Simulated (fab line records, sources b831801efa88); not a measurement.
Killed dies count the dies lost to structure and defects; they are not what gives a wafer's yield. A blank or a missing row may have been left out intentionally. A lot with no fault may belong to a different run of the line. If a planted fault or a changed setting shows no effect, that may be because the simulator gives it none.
fab line records -- flow gf180mcu -- part 1 of 2: steps 1 to 34 of 45
record: lots: 5, wafers: 15, last-day: 33
route steps=602 shown MVSD@136 NWELL@137 LVPWELL@138 MVPSD@139 VT_IMPLANT@140 DUAL_GATE@141 POLY_GATE@157 HV_LDD@176
lots with no fault: from the same line, run without faults
start-h: the number of hours between the record's first day and the start of the first shown wafer of the lot -- wait-h: hours from the lot's prior step to this one -- " repeats the value in the row above -- L1.1+2: a row that stands for several wafers -- - no value, or no start given -- * or withheld: withheld -- < > ~ a bound
route shown NAME@n: a module of which the file shows steps, and the number in the route of the first -- usual: mean/standard deviation taken from wafers without a fault -- same: alike in all rows -- chamber/n: place in a boat -- sites: per-site readings -- _std_site: standard deviation across them -- _edge_site: mean of outer sites minus mean of inner sites -- radius-mm: for every site, how far away it sits from the centre of the wafer -- mask NAME#n: copy n -- behind: the last tool/chamber to shape the wafer -- hold: cause of the lot's hold/its duration in hours/its outcome -- device: transistor that didn't switch, given as n, p or np -- end of line: at the end of the route, the tests of the same wafers -- where a step has no rows: the recipe by itself -- killed: dies lost to structure and defects at the first sort, not the wafer's yield -- map: a wafer's dies, x killed, . not, _ none there
set.NAME: the run value of the setting; set.NAME@STEP: its run value at that earlier step -- model.NAME: the simulator's own value behind a step, which no gauge read
lots at some steps of the route; a table a step, a row a wafer
services: a tool's chamber out of use, with start hour (start-h, from the record's first day; less than 0 if before it), hours out, and reason
== steps ==
step: GF_VT_IMPLANT_RS_MEAS_46
recipe: thk-meas-gauge: four-point-probe
usual: MVSD_RS: 457.2/1
lot.wafer,tool,chamber,start-h,wait-h,MVSD_RS[ohm/sq]
L080.1,film-metro-02,-,198.43,0.1,458.2
L080.4,film-metro-02,-,198.43,0.1,457.4
L080.5,film-metro-02,-,198.43,0.1,457.0
L083.1,film-metro-01,-,223.12,0.1,457.4
L083.2,film-metro-01,-,223.12,0.1,456.5
L083.3,film-metro-01,-,223.12,0.1,456.8
L084.1,film-metro-04,-,230.57,0.1,458.5
L084.5,film-metro-04,-,230.57,0.1,459.3
L084.6,film-metro-04,-,230.57,0.1,458.3
L089.2,film-metro-01,-,261.89,0.1,458.3
L089.3,film-metro-01,-,261.89,0.1,457.9
L089.5,film-metro-01,-,261.89,0.1,457.5
L093.1,film-metro-04,-,286.83,0.1,457.4
L093.2,film-metro-04,-,286.83,0.1,456.1
L093.3,film-metro-04,-,286.83,0.1,456.4
step: GF_VT_IMPLANT_RS_MEAS_47
recipe: thk-meas-gauge: four-point-probe
usual: NWELL_RS: 488.7/1.3
lot.wafer,tool,chamber,start-h,wait-h,NWELL_RS[ohm/sq]
L080.1,film-metro-02,-,198.55,0.1,487.2
L080.4,film-metro-02,-,198.55,0.1,487.3
L080.5,film-metro-02,-,198.55,0.1,486.9
L083.1,film-metro-01,-,223.24,0.1,488.9
L083.2,film-metro-01,-,223.24,0.1,488.2
L083.3,film-metro-01,-,223.24,0.1,489.1
L084.1,film-metro-04,-,230.69,0.1,488.5
L084.5,film-metro-04,-,230.69,0.1,489.9
L084.6,film-metro-04,-,230.69,0.1,489.7
L089.2,film-metro-01,-,262.01,0.1,491.2
L089.3,film-metro-01,-,262.01,0.1,490.6
L089.5,film-metro-01,-,262.01,0.1,490.9
L093.1,film-metro-04,-,286.95,0.1,488.8
L093.2,film-metro-04,-,286.95,0.1,489.5
L093.3,film-metro-04,-,286.95,0.1,488.7
step: GF_VT_IMPLANT_RS_MEAS_48
recipe: thk-meas-gauge: four-point-probe
usual: LVPWELL_RS: 1198.4/2.5
lot.wafer,tool,chamber,start-h,wait-h,LVPWELL_RS[ohm/sq]
L080.1,film-metro-02,-,198.67,0.1,1195.0
L080.4,film-metro-02,-,198.67,0.1,1196.7
L080.5,film-metro-02,-,198.67,0.1,1197.7
L083.1,film-metro-01,-,223.36,0.1,1201.6
L083.2,film-metro-01,-,223.36,0.1,1200.6
L083.3,film-metro-01,-,223.36,0.1,1200.4
L084.1,film-metro-04,-,230.81,0.1,1191.0
L084.5,film-metro-04,-,230.81,0.1,1195.2
L084.6,film-metro-04,-,230.81,0.1,1189.5
L089.2,film-metro-01,-,262.13,0.1,1201.4
L089.3,film-metro-01,-,262.13,0.1,1198.8
L089.5,film-metro-01,-,262.13,0.1,1199.8
L093.1,film-metro-04,-,287.07,0.1,1201.3
L093.2,film-metro-04,-,287.07,0.1,1200.0
L093.3,film-metro-04,-,287.07,0.1,1202.1
step: GF_VT_IMPLANT_RS_MEAS_49
recipe: thk-meas-gauge: four-point-probe
usual: MVPSD_RS: 1169/3.1
lot.wafer,tool,chamber,start-h,wait-h,MVPSD_RS[ohm/sq]
L080.1,film-metro-02,-,198.79,0.1,1173
L080.4,film-metro-02,-,198.79,0.1,1169
L080.5,film-metro-02,-,198.79,0.1,1169
L083.1,film-metro-01,-,223.48,0.1,1171
L083.2,film-metro-01,-,223.48,0.1,1167
L083.3,film-metro-01,-,223.48,0.1,1169
L084.1,film-metro-04,-,230.93,0.1,1170
L084.5,film-metro-04,-,230.93,0.1,1173
L084.6,film-metro-04,-,230.93,0.1,1174
L089.2,film-metro-01,-,262.25,0.1,1177
L089.3,film-metro-01,-,262.25,0.1,1174
L089.5,film-metro-01,-,262.25,0.1,1176
L093.1,film-metro-04,-,287.19,0.1,1169
L093.2,film-metro-04,-,287.19,0.1,1168
L093.3,film-metro-04,-,287.19,0.1,1165
step: GF_VT_IMPLANT_WET_ETCH_50
recipe: chemistry: dHF, target-depth-nm: 20, target: SiO2, temp-c: 25, dilution: 100:1, time-s: 400
lot.wafer,tool,chamber,start-h,wait-h
L080.1+4+5,wet-bench-04,3,198.91,0.1
L083.1+2+3,wet-bench-04,3,223.60,0.1
L084.1+5+6,wet-bench-02,2,231.05,0.1
L089.2+3+5,wet-bench-04,3,262.35,0.1
L093.1+2+3,wet-bench-01,2,287.31,0.1
step: GF_DUAL_GATE_CLEAN_00
recipe: chemistry: SC1/SC2, mix: 1:4:20, temp-c: 70, time-s: 150
lot.wafer,tool,chamber,start-h,wait-h
L080.1+4+5,wet-bench-04,1,199.03,0.0
L083.1+2+3,wet-bench-01,2,223.72,0.0
L084.1+5+6,wet-bench-01,2,231.17,0.0
L089.2+3+5,wet-bench-04,3,262.47,0.0
L093.1+2+3,wet-bench-04,2,287.55,0.0
step: GF_DUAL_GATE_CLEAN_01
recipe: chemistry: dHF, time-s: 20, dilution: 100:1, dry: ipa-marangoni
lot.wafer,tool,chamber,start-h,wait-h
L080.1+4+5,wet-bench-02,3,199.08,0.0
L083.1+2+3,wet-bench-02,1,223.82,0.0
L084.1+5+6,wet-bench-04,1,231.27,0.0
L089.2+3+5,wet-bench-04,1,262.52,0.0
L093.1+2+3,wet-bench-01,0,287.60,0.0
step: GF_DUAL_GATE_OXIDATION_02
recipe: temp-c: 900, ambient: O2, stabilise-s: 600, purge-s: 300, target-thk-a: 108.87, ox-time-s: 1602
same: purge-s: 300
lot.wafer,tool,chamber,start-h,wait-h
L080.1+4+5,furnace-02,0,199.10,0.0
L083.1+2+3,furnace-02,0,223.84,0.0
L084.1+5+6,furnace-02,0,232.18,0.9
L089.2+3+5,furnace-02,0,263.74,1.2
L093.1+2+3,furnace-02,0,288.01,0.4
step: GF_DUAL_GATE_THK_MEAS_03
recipe: reads: SiO2_of_DUAL_GATE_OXIDATION_02
usual: DUAL_GATE_OXIDATION_00_THK: 10.82/0.25
lot.wafer,tool,chamber,start-h,wait-h,DUAL_GATE_OXIDATION_00_THK[nm]
L080.1,film-metro-03,-,200.54,0.0,11.06
L080.4,film-metro-03,-,200.54,0.0,11.15
L080.5,film-metro-03,-,200.54,0.0,11.22
L083.1,film-metro-03,-,225.28,0.0,10.71
L083.2,film-metro-03,-,225.28,0.0,10.53
L083.3,film-metro-03,-,225.28,0.0,10.49
L084.1,film-metro-02,-,233.62,0.0,10.95
L084.5,film-metro-02,-,233.62,0.0,10.50
L084.6,film-metro-02,-,233.62,0.0,10.88
L089.2,film-metro-02,-,265.20,0.0,10.87
L089.3,film-metro-02,-,265.20,0.0,10.95
L089.5,film-metro-02,-,265.20,0.0,10.95
L093.1,film-metro-03,-,289.46,0.0,11.02
L093.2,film-metro-03,-,289.46,0.0,10.94
L093.3,film-metro-03,-,289.46,0.0,11.02
step: GF_DUAL_GATE_DEHYDRATE_04
recipe: temp-c: 200, time-s: 60
lot.wafer,tool,chamber,start-h,wait-h
L080.1+4+5,litho-track-01,0,208.46,7.9
L083.1+2+3,litho-track-04,0,234.18,8.9
L084.1+5+6,litho-track-02,0,242.21,8.6
L089.2+3+5,litho-track-01,0,274.78,9.6
L093.1+2+3,litho-track-04,0,299.28,9.8
step: GF_DUAL_GATE_HMDS_05
recipe: prime-time-s: 60, prime-temp-c: 120
usual: prime-temp-c: 119.99/0.14
lot.wafer,tool,chamber,start-h,wait-h,prime-temp-c
L080.1,litho-track-01,0,208.61,0.1,120.08
L080.4,litho-track-01,0,208.61,0.1,120.05
L080.5,litho-track-01,0,208.61,0.1,120.23
L083.1,litho-track-04,0,234.33,0.1,119.75
L083.2,litho-track-04,0,234.33,0.1,119.84
L083.3,litho-track-04,0,234.33,0.1,120.06
L084.1,litho-track-02,0,242.36,0.1,119.98
L084.5,litho-track-02,0,242.36,0.1,119.89
L084.6,litho-track-02,0,242.36,0.1,119.85
L089.2,litho-track-01,0,274.93,0.1,120.06
L089.3,litho-track-01,0,274.93,0.1,119.93
L089.5,litho-track-01,0,274.93,0.1,120.00
L093.1,litho-track-04,0,299.43,0.1,120.09
L093.2,litho-track-04,0,299.43,0.1,119.84
L093.3,litho-track-04,0,299.43,0.1,119.92
step: GF_DUAL_GATE_COAT_06
recipe: resist: NOVOLAK, spin-rpm: 3000, resist-thk-nm: 1000
lot.wafer,tool,chamber,start-h,wait-h
L080.1+4+5,litho-track-01,0,208.76,0.1
L083.1+2+3,litho-track-04,0,234.48,0.1
L084.1+5+6,litho-track-02,0,242.51,0.1
L089.2+3+5,litho-track-01,0,275.08,0.1
L093.1+2+3,litho-track-04,0,299.58,0.1
step: GF_DUAL_GATE_SOFTBAKE_07
recipe: temp-c: 90, time-s: 60, resist: NOVOLAK
lot.wafer,tool,chamber,start-h,wait-h
L080.1+4+5,litho-track-01,0,208.91,0.1
L083.1+2+3,litho-track-04,0,234.63,0.1
L084.1+5+6,litho-track-02,0,242.66,0.1
L089.2+3+5,litho-track-01,0,275.23,0.1
L093.1+2+3,litho-track-04,0,299.73,0.1
step: GF_DUAL_GATE_EXPOSE_08
recipe: mask-id: Dualgate, target-cd-nm: 700, na: 0.6, source-shape: conventional, sigma-outer: 0.6, dose-mj: 140
lot.wafer,tool,chamber,start-h,wait-h,mask
L080.1+4+5,iline-stepper-01,0,-,-,Dualgate#0
L083.1+2+3,iline-stepper-01,0,-,-,Dualgate#0
L084.1+5+6,iline-stepper-01,0,-,-,Dualgate#0
L089.2+3+5,iline-stepper-01,0,-,-,Dualgate#0
L093.1+2+3,iline-stepper-02,0,-,-,Dualgate#0
step: GF_DUAL_GATE_PEB_09
recipe: temp-c: withheld, time-s: *, resist: NOVOLAK
lot.wafer,tool,chamber,start-h,wait-h
L080.1+4+5,litho-track-02,0,-,-
L083.1+2+3,litho-track-04,0,-,-
L084.1+5+6,litho-track-01,0,-,-
L089.2+3+5,litho-track-02,0,-,-
L093.1+2+3,litho-track-04,0,-,-
step: GF_DUAL_GATE_DEVELOP_10
recipe: develop-time-s: 60, dev-temp-c: 23
lot.wafer,tool,chamber,start-h,wait-h
L080.1+4+5,litho-track-02,0,217.71,0.1
L083.1+2+3,litho-track-04,0,243.58,0.1
L084.1+5+6,litho-track-01,0,252.25,0.1
L089.2+3+5,litho-track-02,0,285.13,0.1
L093.1+2+3,litho-track-04,0,309.52,0.1
step: GF_DUAL_GATE_OVL_MEAS_11
usual: DUAL_GATE_OVL: -0.1/1.4
lot.wafer,tool,chamber,start-h,wait-h,DUAL_GATE_OVL[nm]
L080.1,overlay-01,-,217.86,0.1,0.1
L080.4,overlay-01,-,217.86,0.1,0.3
L080.5,overlay-01,-,217.86,0.1,-0.3
L083.1,overlay-02,-,243.73,0.1,-2.2
L083.2,overlay-02,-,243.73,0.1,-1.5
L083.3,overlay-02,-,243.73,0.1,-0.5
L084.1,overlay-01,-,252.40,0.1,1.0
L084.5,overlay-01,-,252.40,0.1,-1.2
L084.6,overlay-01,-,252.40,0.1,0.8
L089.2,overlay-01,-,285.27,0.1,-0.7
L089.3,overlay-01,-,285.27,0.1,-0.5
L089.5,overlay-01,-,285.27,0.1,-2.2
L093.1,overlay-02,-,309.67,0.1,0.5
L093.2,overlay-02,-,309.67,0.1,-0.8
L093.3,overlay-02,-,309.67,0.1,1.1
step: GF_DUAL_GATE_WET_ETCH_12
recipe: chemistry: dHF, target-depth-nm: 13, dry: n2-spin, target: SiO2, temp-c: 25, dilution: 100:1, time-s: 260
lot.wafer,tool,chamber,start-h,wait-h
L080.1+4+5,wet-bench-04,3,217.90,0.0
L083.1+2+3,wet-bench-04,2,243.76,0.0
L084.1+5+6,wet-bench-02,3,252.44,0.0
L089.2+3+5,wet-bench-02,0,285.30,0.0
L093.1+2+3,wet-bench-02,2,309.71,0.0
step: GF_DUAL_GATE_STRIP_13
recipe: chemistry: O2/N2, power-w: 1400, pressure-mtorr: 1500, platen-temp-c: 250, o2-flow-sccm: 3000, n2-flow-sccm: 300, overash-fraction: 0.5
usual: chamber-pressure-mTorr: 1500.0/1.4, drypump-motor-current-A: 5.32/0.24, heater-power-w: 327/37, oes-product-au: 0.715/0.0045, strip-time-to-endpoint-s: 12.64/0.033
lot.wafer,tool,chamber,start-h,wait-h,chamber-pressure-mTorr,drypump-motor-current-A,heater-power-w,oes-product-au,rf-hours-counter-h,strip-time-to-endpoint-s
L080.1,plasma-asher-04,0,217.99,0.0,1499.1,5.21,308,0.708,58,12.62
L080.4,plasma-asher-04,0,217.99,0.0,1500.7,5.21,308,0.713,-,12.66
L080.5,plasma-asher-04,0,217.99,0.0,1498.3,5.23,301,0.714,-,12.64
L083.1,plasma-asher-04,0,243.84,0.0,1498.4,5.24,305,0.713,60,12.63
L083.2,plasma-asher-04,1,243.84,0.0,1501.7,5.34,299,0.719,60,12.65
L083.3,plasma-asher-04,0,243.84,0.0,1497.6,5.23,299,0.713,-,12.65
L084.1,plasma-asher-03,1,252.52,0.0,1501.1,4.84,362,0.710,45,12.67
L084.5,plasma-asher-03,1,252.52,0.0,1497.2,4.81,359,0.717,-,12.66
L084.6,plasma-asher-03,0,252.52,0.0,1500.0,4.82,399,0.724,-,12.70
L089.2,plasma-asher-03,1,285.38,0.0,1498.7,4.81,365,0.717,48,12.62
L089.3,plasma-asher-03,0,285.38,0.0,1498.9,4.81,394,0.713,-,12.64
L089.5,plasma-asher-03,1,285.38,0.0,1501.5,4.82,362,0.723,-,12.60
L093.1,plasma-asher-01,1,309.79,0.0,1499.4,5.51,302,0.711,67,12.61
L093.2,plasma-asher-01,0,309.79,0.0,1499.4,5.66,400,0.713,67,12.61
L093.3,plasma-asher-01,0,309.79,0.0,1497.4,5.66,385,0.715,-,12.65
step: GF_DUAL_GATE_CLEAN_14
recipe: chemistry: SC1/SC2, mix: 1:4:20, temp-c: 70, time-s: 150, dry: n2-spin
lot.wafer,tool,chamber,start-h,wait-h
L080.1+4+5,wet-bench-01,0,218.09,0.1
L083.1+2+3,wet-bench-02,1,243.94,0.1
L084.1+5+6,wet-bench-04,0,252.62,0.1
L089.2+3+5,wet-bench-04,1,285.48,0.1
L093.1+2+3,wet-bench-02,2,309.89,0.1
step: GF_DUAL_GATE_OXIDATION_15
recipe: temp-c: 850, ambient: O2, stabilise-s: 600, purge-s: 300, target-thk-a: 70.98, ox-time-s: 1995
same: purge-s: 300
lot.wafer,tool,chamber,start-h,wait-h
L080.1+4+5,furnace-02,0,218.29,0.1
L083.1+2+3,furnace-02,0,244.08,0.1
L084.1+5+6,furnace-01,0,252.96,0.3
L089.2+3+5,furnace-01,0,286.06,0.5
L093.1+2+3,furnace-01,0,313.06,3.1
step: GF_POLY_GATE_CVD_00
recipe: material: poly-Si, target-thk-nm: 200, temp-c: 620, time-s: 1200, pressure-mtorr: 200
lot.wafer,tool,chamber,start-h,wait-h
L080.1+4+5,lpcvd-02,0,219.85,0.0
L083.1+2+3,lpcvd-01,0,245.63,0.0
L084.1+5+6,lpcvd-02,0,255.13,0.6
L089.2+3+5,lpcvd-02,1,287.61,0.0
L093.1+2+3,lpcvd-01,1,314.62,0.0
step: GF_POLY_GATE_THK_MEAS_01
recipe: reads: poly-Si_of_POLY_GATE_CVD_00
usual: POLY_GATE_CVD_00_THK: 200.2/2.2
lot.wafer,tool,chamber,start-h,wait-h,POLY_GATE_CVD_00_THK[nm]
L080.1,film-metro-02,-,221.18,0.0,200.9
L080.4,film-metro-02,-,221.18,0.0,202.0
L080.5,film-metro-02,-,221.18,0.0,200.9
L083.1,film-metro-03,-,248.63,0.0,199.3
L083.2,film-metro-03,-,248.63,0.0,200.1
L083.3,film-metro-03,-,248.63,0.0,200.5
L084.1,film-metro-04,-,256.46,0.0,197.6
L084.5,film-metro-04,-,256.46,0.0,199.4
L084.6,film-metro-04,-,256.46,0.0,198.2
L089.2,film-metro-03,-,288.96,0.0,199.3
L089.3,film-metro-03,-,288.96,0.0,200.2
L089.5,film-metro-03,-,288.96,0.0,199.7
L093.1,film-metro-02,-,315.95,0.0,201.3
L093.2,film-metro-02,-,315.95,0.0,203.1
L093.3,film-metro-02,-,315.95,0.0,202.9
step: GF_POLY_GATE_DEHYDRATE_02
recipe: temp-c: 200, time-s: 60
lot.wafer,tool,chamber,start-h,wait-h
L080.1+4+5,litho-track-01,0,229.65,8.5
L083.1+2+3,litho-track-01,0,258.15,9.5
L084.1+5+6,litho-track-03,0,265.04,8.6
L089.2+3+5,litho-track-01,0,297.93,9.0
L093.1+2+3,litho-track-04,0,325.32,9.4
step: GF_POLY_GATE_HMDS_03
recipe: prime-time-s: 60, prime-temp-c: 120
usual: prime-temp-c: 120.01/0.13
lot.wafer,tool,chamber,start-h,wait-h,prime-temp-c
L080.1,litho-track-01,0,229.80,0.1,120.04
L080.4,litho-track-01,0,229.80,0.1,120.03
L080.5,litho-track-01,0,229.80,0.1,119.82
L083.1,litho-track-01,0,258.30,0.1,120.05
L083.2,litho-track-01,0,258.30,0.1,119.92
L083.3,litho-track-01,0,258.30,0.1,119.91
L084.1,litho-track-03,0,265.19,0.1,120.16
L084.5,litho-track-03,0,265.19,0.1,120.16
L084.6,litho-track-03,0,265.19,0.1,120.16
L089.2,litho-track-01,0,298.08,0.1,120.20
L089.3,litho-track-01,0,298.08,0.1,119.85
L089.5,litho-track-01,0,298.08,0.1,120.17
L093.1,litho-track-04,0,325.47,0.1,120.34
L093.2,litho-track-04,0,325.47,0.1,120.12
L093.3,litho-track-04,0,325.47,0.1,120.15
step: GF_POLY_GATE_COAT_04
recipe: resist: BARC, temp-c: withheld, time-s: withheld, spin-rpm: withheld, resist-thk-nm: withheld
lot.wafer,tool,chamber,start-h,wait-h
L080.1+4+5,litho-track-01,0,229.95,0.1
L083.1+2+3,litho-track-01,0,258.45,0.1
L084.1+5+6,litho-track-03,0,265.34,0.1
L089.2+3+5,litho-track-01,0,298.23,0.1
L093.1+2+3,litho-track-04,0,325.62,0.1
step: GF_POLY_GATE_COAT_05
recipe: resist: KrF, spin-rpm: withheld, resist-thk-nm: 700
lot.wafer,tool,chamber,start-h,wait-h
L080.1+4+5,litho-track-01,0,-,-
L083.1+2+3,litho-track-01,0,-,-
L084.1+5+6,litho-track-03,0,-,-
L089.2+3+5,litho-track-01,0,-,-
L093.1+2+3,litho-track-04,0,-,-
step: GF_POLY_GATE_SOFTBAKE_06
recipe: temp-c: 130, time-s: 60, resist: KrF
lot.wafer,tool,chamber,start-h,wait-h
L080.1+4+5,litho-track-01,0,-,-
L083.1+2+3,litho-track-01,0,-,-
L084.1+5+6,litho-track-03,0,-,-
L089.2+3+5,litho-track-01,0,-,-
L093.1+2+3,litho-track-04,0,-,-
step: GF_POLY_GATE_EXPOSE_07
recipe: mask-id: Poly2, target-cd-nm: 280, na: 0.68, source-shape: conventional, sigma-outer: 0.6, dose-mj: 28
lot.wafer,tool,chamber,start-h,wait-h,mask
L080.1+4+5,krf-scanner-01,0,-,-,Poly2#0
L083.1+2+3,krf-scanner-02,0,-,-,Poly2#0
L084.1+5+6,krf-scanner-01,0,-,-,Poly2#0
L089.2+3+5,krf-scanner-01,0,-,-,Poly2#0
L093.1+2+3,krf-scanner-02,0,-,-,Poly2#0
step: GF_POLY_GATE_PEB_08
recipe: peb-temp-c: 135, peb-time-s: 90, resist: KrF
lot.wafer,tool,chamber,start-h,wait-h
L080.1+4+5,litho-track-04,0,-,-
L083.1+2+3,litho-track-03,0,-,-
L084.1+5+6,litho-track-01,0,-,-
L089.2+3+5,litho-track-01,0,-,-
L093.1+2+3,litho-track-01,0,-,-
step: GF_POLY_GATE_DEVELOP_09
recipe: develop-time-s: 60, resist: KrF, dev-temp-c: 21
lot.wafer,tool,chamber,start-h,wait-h
L080.1+4+5,litho-track-04,0,239.43,0.2
L083.1+2+3,litho-track-03,0,267.64,0.2
L084.1+5+6,litho-track-01,0,275.90,0.2
L089.2+3+5,litho-track-01,0,309.03,0.2
L093.1+2+3,litho-track-01,0,336.55,0.2
step: GF_POLY_GATE_CD_MEAS_10
recipe: target-cd-nm: 280
usual: cd-nm: 279.9/1.1
lot.wafer,tool,chamber,start-h,wait-h,cd-nm
L080.1,cd-sem-02,-,239.58,0.1,279.3
L080.4,cd-sem-02,-,239.58,0.1,279.6
L080.5,cd-sem-02,-,239.58,0.1,279.1
L083.1,cd-sem-01,-,267.79,0.1,280.7
L083.2,cd-sem-01,-,267.79,0.1,279.2
L083.3,cd-sem-01,-,267.79,0.1,280.3
L084.1,cd-sem-02,-,276.05,0.1,280.2
L084.5,cd-sem-02,-,276.05,0.1,280.1
L084.6,cd-sem-02,-,276.05,0.1,281.0
L089.2,cd-sem-02,-,309.17,0.1,279.1
L089.3,cd-sem-02,-,309.17,0.1,278.4
L089.5,cd-sem-02,-,309.17,0.1,279.0
L093.1,cd-sem-01,-,336.70,0.1,279.5
L093.2,cd-sem-01,-,336.70,0.1,279.2
L093.3,cd-sem-01,-,336.70,0.1,279.1
step: GF_POLY_GATE_OVL_MEAS_11
usual: POLY_GATE_OVL: -5/5.7
lot.wafer,tool,chamber,start-h,wait-h,POLY_GATE_OVL[nm]
L080.1,overlay-01,-,239.70,0.1,-3
L080.4,overlay-01,-,239.70,0.1,-2
L080.5,overlay-01,-,239.70,0.1,2
L083.1,overlay-02,-,267.91,0.1,2
L083.2,overlay-02,-,267.91,0.1,-5
L083.3,overlay-02,-,267.91,0.1,1
L084.1,overlay-01,-,276.17,0.1,-1
L084.5,overlay-01,-,276.17,0.1,-11
L084.6,overlay-01,-,276.17,0.1,-7
L089.2,overlay-02,-,309.28,0.1,-2
L089.3,overlay-02,-,309.28,0.1,-8
L089.5,overlay-02,-,309.28,0.1,-8
L093.1,overlay-02,-,336.82,0.1,3
L093.2,overlay-02,-,336.82,0.1,-2
L093.3,overlay-02,-,336.82,0.1,5
step: GF_POLY_GATE_ETCH_12
recipe: chemistry: N2/H2, target-depth-a: withheld, overetch-a: withheld, time-s: withheld, target: BARC, ion-energy-ev: 200, source-w: 500, bias-w: 100, pressure-mtorr: 30, n2-flow-sccm: 100, h2-flow-sccm: 200
usual: chamber-pressure-mTorr: 29.997/0.028, drypump-motor-current-A: 5.7/0.36, oes-product-au: 0.736/0.0049, throttle-valve-pct: 13.214/0.0096
lot.wafer,tool,chamber,start-h,wait-h,chamber-pressure-mTorr,drypump-motor-current-A,oes-product-au,throttle-valve-pct
L080.1,rie-diel-04,1,239.73,0.0,30.006,5.7,0.738,13.204
L080.4,rie-diel-04,2,239.73,0.0,29.976,6.0,0.736,13.199
L080.5,rie-diel-04,2,239.73,0.0,30.025,6.0,0.741,13.209
L083.1,rie-diel-03,2,267.94,0.0,29.984,5.7,0.738,13.202
L083.2,rie-diel-03,0,267.94,0.0,29.968,6.3,0.736,13.209
L083.3,rie-diel-03,3,267.94,0.0,30.012,5.3,0.740,13.213
L084.1,rie-diel-02,1,276.21,0.0,29.965,5.7,0.733,13.206
L084.5,rie-diel-02,3,276.21,0.0,29.978,5.3,0.735,13.208
L084.6,rie-diel-02,2,276.21,0.0,30.034,5.9,0.739,13.220
L089.2,rie-diel-03,2,309.31,0.0,29.982,5.6,0.735,13.207
L089.3,rie-diel-03,1,309.31,0.0,30.015,5.6,0.738,13.208
L089.5,rie-diel-03,0,309.31,0.0,29.987,6.3,0.736,13.202
L093.1,rie-diel-04,2,336.86,0.0,30.001,6.0,0.739,13.205
L093.2,rie-diel-04,0,336.86,0.0,29.954,5.5,0.740,13.220
L093.3,rie-diel-04,1,336.86,0.0,30.060,5.7,0.734,13.218
